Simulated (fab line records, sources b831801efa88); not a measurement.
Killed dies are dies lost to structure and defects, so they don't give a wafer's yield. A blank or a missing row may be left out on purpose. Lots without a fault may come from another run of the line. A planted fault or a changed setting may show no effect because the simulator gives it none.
Which tool did it? | flow gf180mcu | 6 lots, 18 wafers sampled, at 2 steps of a route of 602

WHAT THE GAUGES READ, wafer by wafer
GF_MVPSD_TW_MEAS_11.
lot  | measured     | on            | MVPSD_TW
L875 | day 5 07:08  | film_metro-01 | 555 555 555
L879 | day 6 08:23  | film_metro-02 | 547 547 547
L883 | day 7 04:28  | film_metro-02 | 547 543 548
L885 | day 7 18:34  | film_metro-01 | 554 554 553
L889 | day 8 16:53  | film_metro-02 | 544 543 544
L896 | day 10 10:26 | film_metro-01 | 558 557 553

WHICH TOOL RAN EACH LOT (tool, then ch and the chambers of the sampled wafers, then the start)
lot  | GF_MVPSD_IMPLANT_08
L875 | implanter-02 ch 0, day 5 06:44
L879 | implanter-01 ch 0, day 6 07:59
L883 | implanter-04 ch 0, day 7 04:04
L885 | implanter-01 ch 0, day 7 18:10
L889 | implanter-02 ch 0, day 8 16:29
L896 | implanter-02 ch 0, day 10 10:02
- GF_MVPSD_IMPLANT_08

THE ANSWER, worked out from the rows above alone
Rule: what is usual is taken from the lots themselves. Put in order of their means at a reading, lots are off if they are a third of the lots or fewer, leave a main group of 4 or more, and stand apart from it by a gap of 3 or more times the standard deviation of the main group's means; of several such gaps the widest counts. A main group whose means are all the same, to the digits that the tables above print for the reading, isn't used. A lot without any number at a reading at which 4 lots or more have one is off too. The other lots that the step has rows for count as sound.
No lot is off at any reading shown: from this, nothing can be told.

WHAT THE SIMULATOR HAD PUT IN
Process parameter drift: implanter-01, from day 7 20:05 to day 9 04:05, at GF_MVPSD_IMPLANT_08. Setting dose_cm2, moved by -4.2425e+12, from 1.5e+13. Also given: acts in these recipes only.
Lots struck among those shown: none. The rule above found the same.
